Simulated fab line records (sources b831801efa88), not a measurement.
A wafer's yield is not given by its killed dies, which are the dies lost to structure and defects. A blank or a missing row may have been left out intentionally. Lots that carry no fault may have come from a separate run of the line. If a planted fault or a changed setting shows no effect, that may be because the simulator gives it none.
Which tool was responsible? || flow gf180mcu || 39 wafers from 13 lots sampled at 4 of the route's 602 steps

WHAT THE GAUGES READ, wafer by wafer
The record holds no reading of a measuring or inspecting step that can be judged against a usual standard deviation.

WHAT TOOL EACH LOT RAN ON (gives the tool, then ch and the chambers of the sampled wafers, and finally the start)
{"lot": "L779", "GF_V3_CMP_04": "cmp-02 ch 0,1,2, day 22 03:57", "GF_V3_ETCH_17": "rie diel-01 ch 1,3, day 24 04:44 or earlier", "GF_V4_CMP_04": "cmp-01 ch 0,2,3, day 24 04:44", "GF_V4_SOFTBAKE_10": "litho track-03 ch 0, day 24 15:00"}
{"lot": "L778", "GF_V3_CMP_04": "cmp-01 ch 1,2,3, day 22 04:19", "GF_V3_ETCH_17": "rie diel-03 ch 0,1,2, day 24 05:02 or earlier", "GF_V4_CMP_04": "cmp-01 ch 1,2,3, day 24 05:02", "GF_V4_SOFTBAKE_10": "litho track-04 ch 0, day 24 16:00"}
{"lot": "L780", "GF_V3_CMP_04": "cmp-01 ch 0,1,2, day 22 09:02", "GF_V3_ETCH_17": "rie diel-02 ch 2,3, day 24 09:23 or earlier", "GF_V4_CMP_04": "cmp-02 ch 1,2,3, day 24 09:23", "GF_V4_SOFTBAKE_10": "litho track-03 ch 0, day 24 20:00"}
{"lot": "L782", "GF_V3_CMP_04": "cmp-01 ch 0,1, day 23 07:43", "GF_V3_ETCH_17": "rie diel-03 ch 1,3, day 25 06:44 or earlier", "GF_V4_CMP_04": "cmp-01 ch 0,1,2, day 25 06:44", "GF_V4_SOFTBAKE_10": "litho track-02 ch 0, day 25 17:00"}
{"lot": "L784", "GF_V3_CMP_04": "cmp-01 ch 0,1,2, day 24 03:05", "GF_V3_ETCH_17": "rie diel-03 ch 1,3, day 26 01:57 or earlier", "GF_V4_CMP_04": "cmp-01 ch 1,2,3, day 26 01:57", "GF_V4_SOFTBAKE_10": "litho track-02 ch 0, day 26 11:00"}
{"lot": "L786", "GF_V3_CMP_04": "cmp-02 ch 0,2,3, day 25 01:35", "GF_V3_ETCH_17": "rie diel-01 ch 1,3, day 26 21:43 or earlier", "GF_V4_CMP_04": "cmp-01 ch 1,3, day 26 21:43", "GF_V4_SOFTBAKE_10": "litho track-02 ch 0, day 27 08:00"}
{"lot": "L789", "GF_V3_CMP_04": "cmp-01 ch 0,1,3, day 25 15:05", "GF_V3_ETCH_17": "rie diel-01 ch 1,2,3, day 27 10:56 or earlier", "GF_V4_CMP_04": "cmp-01 ch 0,1,3, day 27 10:56", "GF_V4_SOFTBAKE_10": "litho track-02 ch 0, day 27 21:00"}
{"lot": "L792", "GF_V3_CMP_04": "cmp-01 ch 0,1,3, day 26 15:35", "GF_V3_ETCH_17": "rie diel-03 ch 0,2, day 28 11:02 or earlier", "GF_V4_CMP_04": "cmp-02 ch 0,2, day 28 11:02", "GF_V4_SOFTBAKE_10": "litho track-03 ch 0, day 28 21:00"}
{"lot": "L795", "GF_V3_CMP_04": "cmp-02 ch 0,1,2, day 27 09:58", "GF_V3_ETCH_17": "rie diel-01 ch 0,1,3, day 29 04:42 or earlier", "GF_V4_CMP_04": "cmp-02 ch 1,2, day 29 04:42", "GF_V4_SOFTBAKE_10": "litho track-03 ch 0, day 29 14:00"}
{"lot": "L796", "GF_V3_CMP_04": "cmp-02 ch 0,2,3, day 27 19:05", "GF_V3_ETCH_17": "rie diel-01 ch 0,1,3, day 29 12:38 or earlier", "GF_V4_CMP_04": "cmp-01 ch 0,1, day 29 12:38", "GF_V4_SOFTBAKE_10": "litho track-03 ch 0, day 29 22:00"}
{"lot": "L797", "GF_V3_CMP_04": "cmp-01 ch 1,2,3, day 28 10:22", "GF_V3_ETCH_17": "rie diel-01 ch 0,2,3, day 30 03:29 or earlier", "GF_V4_CMP_04": "cmp-02 ch 1,2, day 30 03:29", "GF_V4_SOFTBAKE_10": "litho track-03 ch 0, day 30 13:00"}
{"lot": "L798", "GF_V3_CMP_04": "cmp-01 ch 1,2,3, day 28 10:53", "GF_V3_ETCH_17": "rie diel-03 ch 0,2,3, day 30 03:50 or earlier", "GF_V4_CMP_04": "cmp-01 ch 1,3, day 30 03:50", "GF_V4_SOFTBAKE_10": "litho track-02 ch 0, day 30 14:00"}
{"lot": "L799", "GF_V3_CMP_04": "cmp-01 ch 0,2, day 28 17:43", "GF_V3_ETCH_17": "rie diel-01 ch 0,3, day 30 10:48 or earlier", "GF_V4_CMP_04": "cmp-02 ch 1,2, day 30 10:48", "GF_V4_SOFTBAKE_10": "litho track-03 ch 0, day 30 20:00"}
- GF_V3_CMP_04: polishes SiO2.
- GF_V3_ETCH_17: etches SiO2 in C4F8/O2/Ar, stops on TiN, target depth 635 nm.
- GF_V4_CMP_04: polishes SiO2.
- GF_V4_SOFTBAKE_10: time 60 s.

AS READ BY THE TOOLS THEMSELVES (means over the sampled wafers that have a number; for cases with no such wafer, the mark the record gives instead)
GF_V3_CMP_04. Usual: motor current A 11.9 A, standard deviation 1; slurry flow ml min 150.0, standard deviation 0.48; time to endpoint s 82 s, standard deviation 5.3.
{"lot": "L779", "tool": "cmp-02", "motor current A (A)": 12.6, "slurry flow ml min": 150.1, "time to endpoint s (s)": 80, "flag": ""}
{"lot": "L778", "tool": "cmp-01", "motor current A (A)": 11.7, "slurry flow ml min": 149.7, "time to endpoint s (s)": 82, "flag": ""}
{"lot": "L780", "tool": "cmp-01", "motor current A (A)": 11.4, "slurry flow ml min": 149.6, "time to endpoint s (s)": 85, "flag": ""}
{"lot": "L782", "tool": "cmp-01", "motor current A (A)": 12.2, "slurry flow ml min": 149.4, "time to endpoint s (s)": 81, "flag": ""}
{"lot": "L784", "tool": "cmp-01", "motor current A (A)": 11.6, "slurry flow ml min": 150.3, "time to endpoint s (s)": 84, "flag": ""}
{"lot": "L786", "tool": "cmp-02", "motor current A (A)": 12.5, "slurry flow ml min": 149.7, "time to endpoint s (s)": 88, "flag": ""}
{"lot": "L789", "tool": "cmp-01", "motor current A (A)": 12.1, "slurry flow ml min": 149.9, "time to endpoint s (s)": 83, "flag": ""}
{"lot": "L792", "tool": "cmp-01", "motor current A (A)": 12.0, "slurry flow ml min": 150.1, "time to endpoint s (s)": 79, "flag": ""}
{"lot": "L795", "tool": "cmp-02", "motor current A (A)": 12.5, "slurry flow ml min": 149.9, "time to endpoint s (s)": 91, "flag": ""}
{"lot": "L796", "tool": "cmp-02", "motor current A (A)": 12.8, "slurry flow ml min": 149.8, "time to endpoint s (s)": 87, "flag": ""}
{"lot": "L797", "tool": "cmp-01", "motor current A (A)": 11.0, "slurry flow ml min": 149.9, "time to endpoint s (s)": 86, "flag": ""}
{"lot": "L798", "tool": "cmp-01", "motor current A (A)": 11.3, "slurry flow ml min": 149.5, "time to endpoint s (s)": 78, "flag": ""}
{"lot": "L799", "tool": "cmp-01", "motor current A (A)": 11.0, "slurry flow ml min": 149.4, "time to endpoint s (s)": 81, "flag": ""}

GF_V3_ETCH_17. Usual: oes product au reads 0.856 a.u. (standard deviation 0.0043).
{"lot": "L779", "tool": "rie diel-01", "oes product au (a.u.)": 0.857, "flag": ""}
{"lot": "L778", "tool": "rie diel-03", "oes product au (a.u.)": 0.859, "flag": ""}
{"lot": "L780", "tool": "rie diel-02", "oes product au (a.u.)": 0.857, "flag": ""}
{"lot": "L782", "tool": "rie diel-03", "oes product au (a.u.)": 0.856, "flag": ""}
{"lot": "L784", "tool": "rie diel-03", "oes product au (a.u.)": 0.854, "flag": ""}
{"lot": "L786", "tool": "rie diel-01", "oes product au (a.u.)": 0.856, "flag": ""}
{"lot": "L789", "tool": "rie diel-01", "oes product au (a.u.)": 0.857, "flag": ""}
{"lot": "L792", "tool": "rie diel-03", "oes product au (a.u.)": 0.851, "flag": ""}
{"lot": "L795", "tool": "rie diel-01", "oes product au (a.u.)": 0.856, "flag": ""}
{"lot": "L796", "tool": "rie diel-01", "oes product au (a.u.)": 0.856, "flag": ""}
{"lot": "L797", "tool": "rie diel-01", "oes product au (a.u.)": 0.856, "flag": ""}
{"lot": "L798", "tool": "rie diel-03", "oes product au (a.u.)": 0.859, "flag": ""}
{"lot": "L799", "tool": "rie diel-01", "oes product au (a.u.)": 0.853, "flag": ""}

GF_V4_CMP_04. Usual: motor current A 12.0 A, standard deviation 1; slurry flow ml min 150.1, standard deviation 0.42; time to endpoint s 82 s, standard deviation 5.7.
{"lot": "L779", "tool": "cmp-01", "motor current A (A)": 11.2, "slurry flow ml min": 150.1, "time to endpoint s (s)": 83, "flag": ""}
{"lot": "L778", "tool": "cmp-01", "motor current A (A)": 11.2, "slurry flow ml min": 150.0, "time to endpoint s (s)": 77, "flag": ""}
{"lot": "L780", "tool": "cmp-02", "motor current A (A)": 12.9, "slurry flow ml min": 149.8, "time to endpoint s (s)": 78, "flag": ""}
{"lot": "L782", "tool": "cmp-01", "motor current A (A)": 11.3, "slurry flow ml min": 150.2, "time to endpoint s (s)": 88, "flag": ""}
{"lot": "L784", "tool": "cmp-01", "motor current A (A)": 11.3, "slurry flow ml min": 149.7, "time to endpoint s (s)": 79, "flag": ""}
{"lot": "L786", "tool": "cmp-01", "motor current A (A)": 12.0, "slurry flow ml min": 150.3, "time to endpoint s (s)": 74, "flag": ""}
{"lot": "L789", "tool": "cmp-01", "motor current A (A)": 11.3, "slurry flow ml min": 150.3, "time to endpoint s (s)": 79, "flag": ""}
{"lot": "L792", "tool": "cmp-02", "motor current A (A)": 12.2, "slurry flow ml min": 149.7, "time to endpoint s (s)": 82, "flag": ""}
{"lot": "L795", "tool": "cmp-02", "motor current A (A)": 12.9, "slurry flow ml min": 150.0, "time to endpoint s (s)": 84, "flag": ""}
{"lot": "L796", "tool": "cmp-01", "motor current A (A)": 12.2, "slurry flow ml min": 150.1, "time to endpoint s (s)": 76, "flag": ""}
{"lot": "L797", "tool": "cmp-02", "motor current A (A)": 12.1, "slurry flow ml min": 149.7, "time to endpoint s (s)": 88, "flag": ""}
{"lot": "L798", "tool": "cmp-01", "motor current A (A)": 11.3, "slurry flow ml min": 149.9, "time to endpoint s (s)": 83, "flag": ""}
{"lot": "L799", "tool": "cmp-02", "motor current A (A)": 12.2, "slurry flow ml min": 150.3, "time to endpoint s (s)": 83, "flag": ""}

GF_V4_SOFTBAKE_10. Usual: heater power total W 93.05 W, standard deviation 0.06; plate temp C 129.97 C, standard deviation 0.13; run length s 88.93 s, standard deviation 0.16.
{"lot": "L779", "tool": "litho track-03", "heater power total W (W)": 93.08, "plate temp C (C)": 130.02, "run length s (s)": 88.98, "flag": ""}
{"lot": "L778", "tool": "litho track-04", "heater power total W (W)": 93.02, "plate temp C (C)": 130.07, "run length s (s)": 89.16, "flag": ""}
{"lot": "L780", "tool": "litho track-03", "heater power total W (W)": 93.03, "plate temp C (C)": 129.97, "run length s (s)": 88.88, "flag": ""}
{"lot": "L782", "tool": "litho track-02", "heater power total W (W)": 93.07, "plate temp C (C)": 129.91, "run length s (s)": 88.80, "flag": ""}
{"lot": "L784", "tool": "litho track-02", "heater power total W (W)": 93.06, "plate temp C (C)": 130.01, "run length s (s)": 88.85, "flag": ""}
{"lot": "L786", "tool": "litho track-02", "heater power total W (W)": 93.02, "plate temp C (C)": 129.72, "run length s (s)": 93.14, "flag": "OFF"}
{"lot": "L789", "tool": "litho track-02", "heater power total W (W)": 92.99, "plate temp C (C)": 130.00, "run length s (s)": 93.07, "flag": "OFF"}
{"lot": "L792", "tool": "litho track-03", "heater power total W (W)": 93.04, "plate temp C (C)": 130.20, "run length s (s)": 88.85, "flag": ""}
{"lot": "L795", "tool": "litho track-03", "heater power total W (W)": 93.03, "plate temp C (C)": 129.91, "run length s (s)": 88.97, "flag": ""}
{"lot": "L796", "tool": "litho track-03", "heater power total W (W)": 93.08, "plate temp C (C)": 129.92, "run length s (s)": 89.02, "flag": ""}
{"lot": "L797", "tool": "litho track-03", "heater power total W (W)": 93.08, "plate temp C (C)": 130.08, "run length s (s)": 88.92, "flag": ""}
{"lot": "L798", "tool": "litho track-02", "heater power total W (W)": 93.06, "plate temp C (C)": 130.03, "run length s (s)": 88.80, "flag": ""}
{"lot": "L799", "tool": "litho track-03", "heater power total W (W)": 93.02, "plate temp C (C)": 129.91, "run length s (s)": 89.03, "flag": ""}

THE ANSWER, worked out from the rows above alone
Rule: take the mean of a lot's wafers that have a number; if it is more than 3 standard deviations from the usual mean, the lot is off. Also off: a lot with no number at a reading for which 4 or more lots have one. Any other lot the step has rows for is counted as sound. The gauges are gone through in route order, then the tools' own readings, and for those a lot's mean is taken as printed above. The first step at which some lot is off is used, and at that step the reading that is off furthest; a lot without a number counts as furthest.
Off: L786, L789, at GF_V4_SOFTBAKE_10 (run length s).
If a tool, at that step or one of the process steps before it, ran each lot that is off and ran no sound lot following the first of them, it fits. With no start given for some of its lots, GF_V3_ETCH_17 uses the hours and lot order of GF_V4_CMP_04. No candidate that was tried fits.

WHAT THE SIMULATOR PUT IN
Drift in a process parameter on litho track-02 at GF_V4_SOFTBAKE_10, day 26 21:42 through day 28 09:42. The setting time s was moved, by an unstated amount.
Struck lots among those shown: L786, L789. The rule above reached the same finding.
